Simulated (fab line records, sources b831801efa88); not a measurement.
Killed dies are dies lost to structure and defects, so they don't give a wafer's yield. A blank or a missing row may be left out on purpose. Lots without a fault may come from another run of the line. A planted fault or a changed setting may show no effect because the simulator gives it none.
fab line records | flow gf180mcu | part 1 of 2: steps 1 to 30 of 41
record lots=5 wafers=15 last_day=33
route steps=602 shown V2@388 M3@409
lots that met no fault: from a run of the same line without faults
start_h: hours from the record's first day to the start of the lot's first wafer shown | wait_h: hours since the lot's step before | " the same as in the row above | L1.1+2: a row that stands for several wafers | - no value, or no start given | * or withheld: withheld | < > ~ a bound
route shown NAME@n: a module of which the file shows steps, and the number in the route of the first | usual: mean/standard deviation of fault-free wafers | same: alike in all rows | chamber/n: place in a boat | sites: the reading at each site | _std_site: their standard deviation | _edge_site: outer sites' mean less inner sites' | radius_mm: how far each site lies from the wafer's centre | mask NAME#n: copy n | behind: the tool/chamber that last shaped the wafer | hold: why the lot was held/for how many hours/how that ended | device: the transistor (n, p or np) that didn't switch | end of line: the same wafers' tests at the end of the route | a step without rows: its recipe alone | killed: dies lost to structure and defects at the first sort, not the wafer's yield | map: a wafer's dies, x killed, . not, _ none there
set.NAME: the setting as run; set.NAME@STEP: as run at that earlier step | model.NAME: the simulator's own value behind a step, which no gauge read
lots at some steps of the route; a table a step, a row a wafer
services: from which hour (start_h, from the record's first day; less than 0 if before it) a tool's chamber was out of use, for how many hours, and why
## steps
# step GF_V2_DEHYDRATE_06
# recipe temp_c=200 time_s=60
# columns lot.wafer tool chamber start_h wait_h
L075.3+5+6 litho_track-04 0 455.15 11.3
L076.2+3+4 litho_track-02 0 461.89 10.6
L079.1+3+4 litho_track-04 0 491.30 10.9
L083.1+3+4 litho_track-04 0 529.85 11.1
L090.4+5+6 litho_track-04 0 589.92 10.5
# step GF_V2_HMDS_07
# recipe prime_time_s=60 prime_temp_c=120
# columns lot.wafer tool chamber start_h wait_h
L075.3+5+6 litho_track-04 0 455.30 0.1
L076.2+3+4 litho_track-02 0 462.04 0.1
L079.1+3+4 litho_track-04 0 491.45 0.1
L083.1+3+4 litho_track-04 0 530.00 0.1
L090.4+5+6 litho_track-04 0 590.07 0.1
# step GF_V2_COAT_08
# recipe resist=BARC temp_c=withheld time_s=withheld spin_rpm=withheld resist_thk_nm=withheld
# columns lot.wafer tool chamber start_h wait_h
L075.3+5+6 litho_track-04 0 455.45 0.1
L076.2+3+4 litho_track-02 0 462.19 0.1
L079.1+3+4 litho_track-04 0 491.60 0.1
L083.1+3+4 litho_track-04 0 530.15 0.1
L090.4+5+6 litho_track-04 0 590.22 0.1
# step GF_V2_COAT_09
# recipe resist=KrF spin_rpm=withheld resist_thk_nm=1000
# columns lot.wafer tool chamber start_h wait_h
L075.3+5+6 litho_track-04 0 - -
L076.2+3+4 litho_track-02 0 - -
L079.1+3+4 litho_track-04 0 - -
L083.1+3+4 litho_track-04 0 - -
L090.4+5+6 litho_track-04 0 - -
# step GF_V2_SOFTBAKE_10
# recipe temp_c=130 time_s=60 resist=KrF
# columns lot.wafer tool chamber start_h wait_h
L075.3+5+6 litho_track-04 0 - -
L076.2+3+4 litho_track-02 0 - -
L079.1+3+4 litho_track-04 0 - -
L083.1+3+4 litho_track-04 0 - -
L090.4+5+6 litho_track-04 0 - -
# step GF_V2_EXPOSE_11
# recipe mask_id=Via2 target_cd_nm=260 na=0.68 source_shape=conventional sigma_outer=0.6 dose_mj=38
# columns lot.wafer tool chamber start_h wait_h mask
L075.3+5+6 krf_scanner-01 0 - - Via2#0
L076.2+3+4 krf_scanner-01 0 - - Via2#0
L079.1+3+4 krf_scanner-01 0 - - Via2#0
L083.1+3+4 krf_scanner-01 0 - - Via2#0
L090.4+5+6 krf_scanner-01 0 - - Via2#0
# step GF_V2_PEB_12
# recipe peb_temp_c=135 peb_time_s=90 resist=KrF
# columns lot.wafer tool chamber start_h wait_h
L075.3+5+6 litho_track-02 0 - -
L076.2+3+4 litho_track-02 0 - -
L079.1+3+4 litho_track-04 0 - -
L083.1+3+4 litho_track-01 0 - -
L090.4+5+6 litho_track-01 0 - -
# step GF_V2_DEVELOP_13
# recipe develop_time_s=60 resist=KrF dev_temp_c=21
# columns lot.wafer tool chamber start_h wait_h
L075.3+5+6 litho_track-02 0 467.21 0.1
L076.2+3+4 litho_track-02 0 474.29 0.2
L079.1+3+4 litho_track-04 0 503.55 0.2
L083.1+3+4 litho_track-01 0 541.79 0.2
L090.4+5+6 litho_track-01 0 600.76 0.1
# step GF_V2_CD_MEAS_14
# recipe target_cd_nm=260
# usual cd_nm=260.2/1
# columns lot.wafer tool chamber start_h wait_h cd_nm
L075.3 cd_sem-02 - 467.35 0.1 260.6
L075.5 " - " " 260.7
L075.6 " - " " 261.5
L076.2 cd_sem-01 - 474.43 0.1 260.7
L076.3 " - " " 259.7
L076.4 " - " " 260.3
L079.1 cd_sem-01 - 503.70 0.1 259.6
L079.3 " - " " 260.4
L079.4 " - " " 260.3
L083.1 cd_sem-02 - 541.94 0.1 260.9
L083.3 " - " " 260.9
L083.4 " - " " 261.2
L090.4 cd_sem-02 - 600.90 0.1 259.7
L090.5 " - " " 260.2
L090.6 " - " " 259.0
# step GF_V2_OVL_MEAS_15
# usual V2_OVL=-2/6.1
# columns lot.wafer tool chamber start_h wait_h V2_OVL[nm]
L075.3 overlay-01 - 467.45 0.1 -3
L075.5 " - " " 1
L075.6 " - " " 1
L076.2 overlay-02 - 474.54 0.1 -4
L076.3 " - " " 1
L076.4 " - " " -5
L079.1 overlay-02 - 503.82 0.1 -14
L079.3 " - " " -14
L079.4 " - " " -11
L083.1 overlay-01 - 542.06 0.1 -1
L083.3 " - " " 0
L083.4 " - " " -3
L090.4 overlay-01 - 600.98 0.1 -11
L090.5 " - " " -11
L090.6 " - " " -7
# step GF_V2_ETCH_16
# recipe chemistry=N2/H2 target_depth_a=withheld overetch_a=withheld time_s=withheld target=BARC ion_energy_ev=200 source_w=500 bias_w=100 pressure_mtorr=30 n2_flow_sccm=100 h2_flow_sccm=200
# usual bias_w=100.0/0.31 drypump_motor_current_A=5.7/0.36 h2_flow_sccm=200.0/0.57 oes_product_au=0.854/0.0048 throttle_valve_pct=13.225/0.0086
# columns lot.wafer tool chamber start_h wait_h bias_w drypump_motor_current_A h2_flow_sccm oes_product_au throttle_valve_pct
L075.3 rie_diel-04 3 467.47 0.0 100.0 5.5 200.0 0.861 13.202
L075.5 " 2 " " 99.7 5.4 200.1 0.854 13.224
L075.6 " 1 " " 99.4 6.1 199.9 0.857 13.230
L076.2 rie_diel-04 0 474.57 0.0 100.1 5.7 199.5 0.863 13.227
L076.3 " 3 " " 100.4 5.5 200.2 0.852 13.212
L076.4 " 2 " " 100.2 5.4 200.5 0.846 13.225
L079.1 rie_diel-03 0 503.85 0.0 100.5 5.8 200.2 0.853 13.214
L079.3 " 1 " " 99.9 5.4 199.8 0.854 13.229
L079.4 " 2 " " 100.2 6.3 200.2 0.854 13.232
L083.1 rie_diel-01 2 542.10 0.0 100.0 5.9 200.1 0.858 13.218
L083.3 " 3 " " 100.0 5.6 199.4 0.859 13.230
L083.4 " 0 " " 100.2 4.8 200.8 0.851 13.212
L090.4 rie_diel-03 0 601.00 0.0 100.3 5.8 198.8 0.857 13.232
L090.5 " 1 " " 99.9 5.4 199.9 0.858 13.233
L090.6 " 2 " " 99.4 6.3 199.1 0.856 13.228
# step GF_V2_ETCH_17
# recipe chemistry=C4F8/O2/Ar mask_material=KrF target=SiO2 stop_on=TiN source_w=1500 bias_w=1200 pressure_mtorr=40 c4f8_flow_sccm=withheld O2_flow_sccm=6 Ar_flow_sccm=300 time_s=withheld target_depth_a=6300
# usual bias_w=1200/3.6 oes_product_au=0.857/0.0049
# columns lot.wafer tool chamber start_h wait_h bias_w oes_product_au
L075.3 rie_diel-04 3 - - 1204 0.865
L075.5 " 2 " " 1199 0.856
L075.6 " 1 " " 1199 0.849
L076.2 rie_diel-04 0 - - 1197 0.858
L076.3 " 3 " " 1200 0.856
L076.4 " 2 " " 1198 0.859
L079.1 rie_diel-03 0 - - 1201 0.852
L079.3 " 1 " " 1203 0.860
L079.4 " 2 " " 1200 0.851
L083.1 rie_diel-01 2 - - 1199 0.850
L083.3 " 3 " " 1199 0.862
L083.4 " 0 " " 1204 0.862
L090.4 rie_diel-03 0 - - 1197 0.844
L090.5 " 1 " " 1201 0.863
L090.6 " 2 " " 1200 0.850
# step GF_V2_STRIP_18
# recipe chemistry=O2/N2 power_w=1400 pressure_mtorr=1500 platen_temp_c=250 o2_flow_sccm=3000 n2_flow_sccm=300 overash_fraction=0.5
# usual drypump_motor_current_A=6.12/0.14 heater_power_w=305/36 oes_product_au=0.591/0.0047
# columns lot.wafer tool chamber start_h wait_h drypump_motor_current_A heater_power_w oes_product_au rf_hours_counter_h
L075.3 plasma_asher-04 1 467.63 - 6.21 272 0.599 -
L075.5 " 1 " " 6.18 265 0.593 -
L075.6 " 0 " " 5.94 288 0.589 -
L076.2 plasma_asher-03 0 474.70 - 6.10 366 0.589 83
L076.3 " 1 " " 6.14 339 0.591 -
L076.4 " 0 " " 6.07 360 0.585 -
L079.1 plasma_asher-04 1 503.98 - 6.18 265 0.592 42
L079.3 " 1 " " 6.18 271 0.591 -
L079.4 " 0 " " 6.01 289 0.587 -
L083.1 plasma_asher-04 1 542.23 - 6.15 262 0.590 46
L083.3 " 0 " " 5.98 279 0.593 -
L083.4 " 1 " " 6.17 262 0.595 -
L090.4 plasma_asher-04 1 601.16 - 6.16 261 0.594 -
L090.5 " 1 " " 6.19 269 0.592 -
L090.6 " 0 " " 5.96 281 0.589 -
# step GF_V2_STRIP_19
# recipe chemistry=post_etch_residue_remover time_s=1200 temp_c=72.5
# usual bath_guard_temp_C=72.5/0.58
# columns lot.wafer tool chamber start_h wait_h bath_guard_temp_C
L075.3 wet_bench-02 3 467.70 0.0 72.9
L075.5 " 3 " " 73.3
L075.6 " 3 " " 73.0
L076.2 wet_bench-03 3 474.80 0.1 73.3
L076.3 " 3 " " 73.5
L076.4 " 3 " " 73.4
L079.1 wet_bench-03 2 504.08 0.1 72.6
L079.3 " 2 " " 72.1
L079.4 " 2 " " 72.5
L083.1 wet_bench-04 0 542.33 0.1 72.5
L083.3 " 0 " " 73.1
L083.4 " 0 " " 72.5
L090.4 wet_bench-03 2 601.22 0.0 72.2
L090.5 " 2 " " 72.5
L090.6 " 2 " " 72.4
# step GF_V2_CLEAN_20
# recipe chemistry=DIW dry=n2_spin
# columns lot.wafer tool chamber start_h wait_h
L075.3+5+6 wet_bench-03 0 468.07 0.0
L076.2+3+4 wet_bench-04 3 475.14 0.0
L079.1+3+4 wet_bench-02 1 504.49 0.0
L083.1+3+4 wet_bench-02 3 542.67 0.0
L090.4+5+6 wet_bench-02 1 601.57 0.0
# step GF_V2_SPUTTER_21
# recipe material=Ti target_thk_nm=15 chamber_pressure_pa=5 power_w=2500 substrate_temp_c=200 time_s=80.02
# usual throttle_valve_pct=30.4/1.3
# columns lot.wafer tool chamber start_h wait_h throttle_valve_pct
L075.3 pvd_sputter-03 - 468.16 0.0 31.9
L075.5 " - " " 28.1
L075.6 " - " " 31.9
L076.2 pvd_sputter-04 - 475.23 0.0 29.9
L076.3 " - " " 32.0
L076.4 " - " " 31.6
L079.1 pvd_sputter-01 - 504.58 0.0 29.1
L079.3 " - " " 30.5
L079.4 " - " " 30.3
L083.1 pvd_sputter-04 - 542.76 0.0 31.8
L083.3 " - " " 32.2
L083.4 " - " " 31.9
L090.4 pvd_sputter-01 - 601.66 0.0 28.6
L090.5 " - " " 29.9
L090.6 " - " " 29.1
# step GF_V2_SPUTTER_22
# recipe material=TiN target_thk_nm=10 chamber_pressure_pa=5 power_w=4000 time_s=40
# usual throttle_valve_pct=30.5/1.3
# columns lot.wafer tool chamber start_h wait_h throttle_valve_pct
L075.3 pvd_sputter-03 - 468.22 0.0 31.6
L075.5 " - " " 28.2
L075.6 " - " " 31.9
L076.2 pvd_sputter-04 - 475.29 0.0 29.7
L076.3 " - " " 32.4
L076.4 " - " " 31.9
L079.1 pvd_sputter-01 - 504.64 0.0 28.9
L079.3 " - " " 30.3
L079.4 " - " " 30.2
L083.1 pvd_sputter-04 - 542.82 0.0 31.7
L083.3 " - " " 32.1
L083.4 " - " " 32.1
L090.4 pvd_sputter-01 - 601.72 0.0 28.8
L090.5 " - " " 30.3
L090.6 " - " " 29.4
# step GF_V2_CVD_23
# recipe material=W target_thk_nm=350 time_s=104.94 temp_c=400 pressure_torr=40
# usual heater_power_w=831/160
# columns lot.wafer tool chamber start_h wait_h heater_power_w
L075.3 cvd_w-02 1 468.30 0.1 650
L075.5 " 0 " " 720
L075.6 " 1 " " 634
L076.2 cvd_w-01 0 475.33 0.0 868
L076.3 " 0 " " 862
L076.4 " 1 " " 1085
L079.1 cvd_w-02 0 504.68 0.0 700
L079.3 " 0 " " 697
L079.4 " 1 " " 669
L083.1 cvd_w-01 0 542.86 0.0 852
L083.3 " 0 " " 874
L083.4 " 1 " " 1044
L090.4 cvd_w-02 0 601.80 0.1 693
L090.5 " 0 " " 707
L090.6 " 1 " " 653
# step GF_V2_RS_MEAS_24
# recipe thk_meas_gauge=four-point-probe reads=W_of_V2_CVD_23+TiN_of_V2_SPUTTER_22+Ti_of_V2_SPUTTER_21
# usual V2_W_RS=0.327/0.0037
# columns lot.wafer tool chamber start_h wait_h V2_W_RS[ohm/sq]
L075.3 film_metro-02 - 468.42 0.1 0.328
L075.5 " - " " 0.333
L075.6 " - " " 0.326
L076.2 film_metro-04 - 475.46 0.1 0.321
L076.3 " - " " 0.323
L076.4 " - " " 0.320
L079.1 film_metro-01 - 504.79 0.1 0.331
L079.3 " - " " 0.332
L079.4 " - " " 0.334
L083.1 film_metro-04 - 542.97 0.1 0.327
L083.3 " - " " 0.324
L083.4 " - " " 0.320
L090.4 film_metro-04 - 601.93 0.1 0.337
L090.5 " - " " 0.331
L090.6 " - " " 0.333
# step GF_V2_THK_MEAS_25
# recipe thk_meas_gauge=xrf reads=W_of_V2_CVD_23
# usual V2_W_THK=356/3.8
# columns lot.wafer tool chamber start_h wait_h V2_W_THK[nm]
L075.3 film_metro-02 - 468.52 0.1 356
L075.5 " - " " 351
L075.6 " - " " 360
L076.2 film_metro-04 - 475.57 0.1 359
L076.3 " - " " 358
L076.4 " - " " 362
L079.1 film_metro-01 - 504.91 0.1 351
L079.3 " - " " 352
L079.4 " - " " 348
L083.1 film_metro-04 - 543.09 0.1 349
L083.3 " - " " 354
L083.4 " - " " 356
L090.4 film_metro-04 - 602.02 0.1 347
L090.5 " - " " 352
L090.6 " - " " 353
# step GF_V2_CMP_26
# recipe stop_on=SiO2 down_force_psi=3.5 platen_rpm=60 t_overpolish_s=15 target_thk_nm=0 pad_velocity_m_s=0.94248
# usual motor_current_A=11.4/1.5 overpolish_run_s=15.001/0.0089 time_to_endpoint_s=85.4/2.7
# columns lot.wafer tool chamber start_h wait_h motor_current_A overpolish_run_s time_to_endpoint_s
L075.3 cmp-02 0 468.71 0.2 10.2 14.992 81.5
L075.6 " 1 " " 9.9 15.000 83.6
L075.5 " 2 " " 10.9 14.999 80.0
L076.2 cmp-02 2 475.62 0.0 11.3 15.010 82.7
L076.3 " 3 " " 15.0 15.004 82.3
L076.4 " 0 " " 9.9 14.990 86.1
L079.4 cmp-01 2 505.02 0.1 11.2 15.006 80.3
L079.3 " 3 " " 10.1 15.001 82.4
L079.1 " 0 " " 10.9 14.997 81.3
L083.1 cmp-02 3 543.15 0.1 14.3 15.016 84.1
L083.4 " 0 " " 10.6 14.999 85.7
L083.3 " 2 " " 10.9 15.010 81.6
L090.4 cmp-01 1 602.05 0.0 13.0 14.980 86.7
L090.5 " 1 " " 13.0 15.009 86.8
L090.6 " 2 " " 11.3 14.990 85.0
# step GF_M3_SPUTTER_00
# recipe material=Ti target_thk_nm=37.5 arriving_ion_energy_ev=80 substrate_temp_c=200 chamber_pressure_pa=2 power_w=4000 time_s=150
# usual throttle_valve_pct=30.4/1.2
# columns lot.wafer tool chamber start_h wait_h throttle_valve_pct
L075.3 pvd_sputter-04 - 468.86 0.1 31.8
L075.5 " - " " 29.7
L075.6 " - " " 32.2
L076.2 pvd_sputter-02 - 475.92 0.2 28.6
L076.3 " - " " 29.7
L076.4 " - " " 32.1
L079.1 pvd_sputter-02 - 505.27 0.1 31.8
L079.3 " - " " 28.7
L079.4 " - " " 29.7
L083.1 pvd_sputter-01 - 543.45 0.2 29.9
L083.3 " - " " 28.7
L083.4 " - " " 29.0
L090.4 pvd_sputter-02 - 602.35 0.2 31.7
L090.5 " - " " 32.1
L090.6 " - " " 29.0
# step GF_M3_SPUTTER_01
# recipe material=TiN target_thk_nm=30 power_w=6500 time_s=25 chamber_pressure_pa=0.4
# usual throttle_valve_pct=30.4/1.1
# columns lot.wafer tool chamber start_h wait_h throttle_valve_pct
L075.3 pvd_sputter-04 - 468.96 0.1 31.9
L075.5 " - " " 29.8
L075.6 " - " " 32.1
L076.2 pvd_sputter-02 - 476.02 0.1 28.6
L076.3 " - " " 29.8
L076.4 " - " " 32.0
L079.1 pvd_sputter-02 - 505.39 0.1 31.8
L079.3 " - " " 29.0
L079.4 " - " " 29.6
L083.1 pvd_sputter-01 - 543.55 0.1 30.3
L083.3 " - " " 29.0
L083.4 " - " " 28.8
L090.4 pvd_sputter-02 - 602.45 0.1 31.8
L090.5 " - " " 32.2
L090.6 " - " " 29.0
# step GF_M3_SPUTTER_02
# recipe material=AlCu target_thk_nm=450 power_w=10600 time_s=23.9 chamber_pressure_pa=0.4
# usual throttle_valve_pct=30.4/1.1
# columns lot.wafer tool chamber start_h wait_h throttle_valve_pct
L075.3 pvd_sputter-04 - 468.99 0.0 31.7
L075.5 " - " " 30.1
L075.6 " - " " 32.3
L076.2 pvd_sputter-02 - 476.06 0.0 29.0
L076.3 " - " " 29.7
L076.4 " - " " 31.7
L079.1 pvd_sputter-02 - 505.42 0.0 31.9
L079.3 " - " " 28.9
L079.4 " - " " 29.8
L083.1 pvd_sputter-01 - 543.58 0.0 30.3
L083.3 " - " " 28.8
L083.4 " - " " 28.8
L090.4 pvd_sputter-02 - 602.48 0.0 31.9
L090.5 " - " " 31.9
L090.6 " - " " 29.1
# step GF_M3_SPUTTER_03
# recipe material=Ti target_thk_nm=10 substrate_temp_c=300 chamber_pressure_pa=0.3 power_w=3000 time_s=6.7
# usual throttle_valve_pct=30.4/1.1
# columns lot.wafer tool chamber start_h wait_h throttle_valve_pct
L075.3 pvd_sputter-04 - 469.02 0.0 31.9
L075.5 " - " " 29.7
L075.6 " - " " 32.0
L076.2 pvd_sputter-02 - 476.09 0.0 28.9
L076.3 " - " " 29.8
L076.4 " - " " 32.0
L079.1 pvd_sputter-02 - 505.45 0.0 31.7
L079.3 " - " " 28.8
L079.4 " - " " 29.7
L083.1 pvd_sputter-01 - 543.61 0.0 30.0
L083.3 " - " " 29.1
L083.4 " - " " 29.1
L090.4 pvd_sputter-02 - 602.51 0.0 31.8
L090.5 " - " " 32.0
L090.6 " - " " 28.9
# step GF_M3_SPUTTER_04
# recipe material=TiN target_thk_nm=50 power_w=6500 time_s=41.7 chamber_pressure_pa=0.4
# usual throttle_valve_pct=30.4/1.1
# columns lot.wafer tool chamber start_h wait_h throttle_valve_pct
L075.3 pvd_sputter-04 - 469.04 0.0 32.0
L075.5 " - " " 29.8
L075.6 " - " " 32.3
L076.2 pvd_sputter-02 - 476.11 0.0 28.8
L076.3 " - " " 29.9
L076.4 " - " " 31.7
L079.1 pvd_sputter-02 - 505.48 0.0 31.8
L079.3 " - " " 28.9
L079.4 " - " " 29.6
L083.1 pvd_sputter-01 - 543.63 0.0 30.4
L083.3 " - " " 29.3
L083.4 " - " " 28.6
L090.4 pvd_sputter-02 - 602.53 0.0 31.9
L090.5 " - " " 32.1
L090.6 " - " " 29.1
# step GF_M3_RS_MEAS_05
# recipe thk_meas_gauge=four-point-probe reads=TiN_of_M3_SPUTTER_04+Ti_of_M3_SPUTTER_03+AlCu_of_M3_SPUTTER_02+TiN_of_M3_SPUTTER_01+Ti_of_M3_SPUTTER_00
# usual M3_ALCU_RS=0.0695/0.00081
# columns lot.wafer tool chamber start_h wait_h M3_ALCU_RS[ohm/sq]
L075.3 film_metro-02 - 469.12 0.1 0.0686
L075.5 " - " " 0.0688
L075.6 " - " " 0.0688
L076.2 film_metro-02 - 476.17 0.0 0.0696
L076.3 " - " " 0.0702
L076.4 " - " " 0.0696
L079.1 film_metro-01 - 505.52 0.0 0.0698
L079.3 " - " " 0.0696
L079.4 " - " " 0.0702
L083.1 film_metro-02 - 543.67 0.0 0.0693
L083.3 " - " " 0.0696
L083.4 " - " " 0.0692
L090.4 film_metro-01 - 602.63 0.1 0.0685
L090.5 " - " " 0.0683
L090.6 " - " " 0.0681
# step GF_M3_THK_MEAS_06
# recipe thk_meas_gauge=xrf reads=AlCu_of_M3_SPUTTER_02
# usual M3_ALCU_THK=459/5.4
# columns lot.wafer tool chamber start_h wait_h M3_ALCU_THK[nm]
L075.3 film_metro-02 - 469.22 0.1 465
L075.5 " - " " 466
L075.6 " - " " 466
L076.2 film_metro-02 - 476.28 0.1 459
L076.3 " - " " 455
L076.4 " - " " 458
L079.1 film_metro-01 - 505.64 0.1 457
L079.3 " - " " 461
L079.4 " - " " 455
L083.1 film_metro-02 - 543.79 0.1 464
L083.3 " - " " 463
L083.4 " - " " 462
L090.4 film_metro-01 - 602.72 0.1 466
L090.5 " - " " 469
L090.6 " - " " 467
# step GF_M3_DEHYDRATE_07
# recipe temp_c=200 time_s=60
# columns lot.wafer tool chamber start_h wait_h
L075.3+5+6 litho_track-03 0 480.87 11.6
L076.2+3+4 litho_track-02 0 487.59 11.3
L079.1+3+4 litho_track-04 0 516.40 10.7
L083.1+3+4 litho_track-03 0 554.71 10.9
L090.4+5+6 litho_track-02 0 613.04 10.3
# step GF_M3_HMDS_08
# recipe prime_time_s=60 prime_temp_c=120
# columns lot.wafer tool chamber start_h wait_h
L075.3+5+6 litho_track-03 0 481.02 0.1
L076.2+3+4 litho_track-02 0 487.74 0.1
L079.1+3+4 litho_track-04 0 516.55 0.1
L083.1+3+4 litho_track-03 0 554.86 0.1
L090.4+5+6 litho_track-02 0 613.19 0.1
